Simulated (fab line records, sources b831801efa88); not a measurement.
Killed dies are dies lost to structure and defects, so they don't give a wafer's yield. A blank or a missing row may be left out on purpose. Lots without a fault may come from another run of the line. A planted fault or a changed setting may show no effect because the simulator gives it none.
A struck lot beside a sound one | flow sky130 | 18 steps out of a route of 708
Sound: wafers L613.2, L613.3, L613.6. Struck: wafer L618.4. (L618.3, L618.5 of the same lot were not struck and are left out.) The cause comes at the end.
At each step with rows: each side's tool, then ch and its chambers, then its first start. Under that, the readings that differ: sound wafers | struck wafers | difference of the means | sigmas: that difference in standard deviations of wafers without a fault.
alike: readings whose means differ by less than 2 such deviations, and words and numbers that are the same on both sides. not compared: withheld readings, readings that some wafer has no value for, bounds like >300 that may hide the same value, and numbers for which the record gives no deviation and whose values overlap.
The two part at a step that has a row with sigmas, a row that says differs or no value, or rows on one side only. Numbers that don't overlap but have no deviation are shown without sigmas and don't part them. A reading that every wafer of one side lacks parts them only if that side has two wafers or more.

first, 3 steps without rows for these wafers: SKY_VIA1_EXPOSE_09 (exposes mask VIM, target cd 150 nm); SKY_VIA1_PEB_10; SKY_VIA1_DEVELOP_11 (develop time 60 s).
SKY_VIA1_CD_MEAS_12: target cd 150 nm.
  sound on cd_sem-02, day 35 07:35; struck on cd_sem-02, day 36 13:19
  alike: cd_nm
SKY_VIA1_OVL_MEAS_13:
  sound on overlay-01, day 35 07:42; struck on overlay-01, day 36 13:24
  alike: VIA1_OVL
SKY_VIA1_ETCH_14: etches BARC in N2/H2, stops on SiO2, time 45.9 s, target depth 60 nm.
  sound on rie_diel-03 ch 0,2,3, day 35 07:44; struck on rie_diel-03 ch 3, day 36 13:25
  reading               | sound             | struck | difference | sigmas
  oes_product_au (a.u.) | 0.866 0.856 0.856 | 0.848  | -0.011     | -2
  alike: drypump_motor_current_A, throttle_valve_pct
  not compared: rf_hours_counter_h
SKY_VIA1_ETCH_15: etches SiO2 in C4F8/O2/Ar, stops on TiN, target depth 351 nm, time 54 s.
  sound on rie_diel-03 ch 0,2,3, day 35 07:46; struck on rie_diel-03 ch 3, day 36 13:28
  alike: oes_product_au
  not compared: rf_hours_counter_h
SKY_VIA1_STRIP_16: strips in O2/N2.
  sound on plasma_asher-04 ch 0,1, day 35 07:49; struck on plasma_asher-01 ch 0, day 36 13:32
  alike: drypump_motor_current_A, oes_product_au, strip_time_to_endpoint_s
  not compared: rf_hours_counter_h
then, 3 steps without rows for these wafers: SKY_VIA1_STRIP_17 (strips in post etch residue remover, time 1200 s); SKY_VIA1_CLEAN_18 (cleans in IPA, time 180 s); SKY_VIA1_CLEAN_19 (cleans in O3/DIW).
SKY_VIA1_SPUTTER_20: material TiN, target thk 20 nm, time 80 s.
  sound on pvd_sputter-04, day 35 08:27; struck on pvd_sputter-01, day 36 14:06
  alike: throttle_valve_pct
SKY_VIA1_CVD_21: deposits W, target thk 270 nm, time 80.902 s.
  sound on cvd_w-02 ch 0,1, day 35 08:31; struck on cvd_w-02 ch 1, day 36 14:11
  reading                            | sound             | struck | difference | sigmas
  model.W_of_VIA1_CVD_21.thk_nm (nm) | 273.7 268.3 270.9 | 383    | +112       |
  alike: heater_power_outer_w, heater_power_w
SKY_VIA1_RS_MEAS_22: measures by four-point-probe.
  sound on film_metro-02, day 35 08:38; struck on film_metro-01, day 36 14:18
  reading            | sound             | struck | difference | sigmas
  VIA1_W_RS (ohm/sq) | 0.420 0.429 0.425 | 0.299  | -0.126     | -20
SKY_VIA1_THK_MEAS_23: measures by xrf.
  sound on film_metro-02, day 35 08:44; struck on film_metro-01, day 36 14:24
  reading         | sound       | struck | difference | sigmas
  VIA1_W_THK (nm) | 277 273 275 | 393    | +118       | +26
SKY_VIA1_CMP_24: polishes, stops on SiO2, t overpolish 15 s, target thk 0 nm.
  sound on cmp-01 ch 0,2, day 35 08:47; struck on cmp-02 ch 2, day 36 14:26
  reading                | sound    | struck | difference | sigmas
  time_to_endpoint_s (s) | 65 61 63 | 98     | +35        | +8
  alike: motor_current_A
SKY_METAL2_SPUTTER_00: material Ti, target thk 15 nm, time 10 s.
  sound on pvd_sputter-03, day 35 09:05; struck on pvd_sputter-04, day 36 14:44
  alike: throttle_valve_pct
-- the record jumps here: 11 days lie between the struck wafers' starts before and after (it left off in module METAL2 and takes up again in module PAD_OPEN, whose first step shown is number 708 of the route) --
SKY_PAD_OPEN_PROBE_99:
  sound on prober-01, day 46 22:34; struck on prober-01, day 47 20:20
  reading                  | sound          | struck | difference | sigmas
  defect_limited_yield (%) | 80.9 81.3 82.5 | 86.6   | +5.0       | +3
  killed_dies              | 94 92 86       | 66     | -25        | -3
  sort_bin_6_memory (%)    | 6.9 9.3 4.9    | 3.9    | -3.1       | -3
  sort_n_pass              | 398 400 406    | 426    | +25        | +3
  sort_yield_pct (%)       | 80.9 81.3 82.5 | 86.6   | +5.0       | +3
  alike: killed_at_M0_to_M3, killed_at_M4_up, killed_at_contacts, killed_at_front_end, killed_at_other, killed_open, killed_short, sort_bin_3_pad_short, sort_bin_5_function

WHERE THEY PART
First at SKY_VIA1_ETCH_14; last, within this record, at SKY_PAD_OPEN_PROBE_99.

WHY: what the simulator had put in
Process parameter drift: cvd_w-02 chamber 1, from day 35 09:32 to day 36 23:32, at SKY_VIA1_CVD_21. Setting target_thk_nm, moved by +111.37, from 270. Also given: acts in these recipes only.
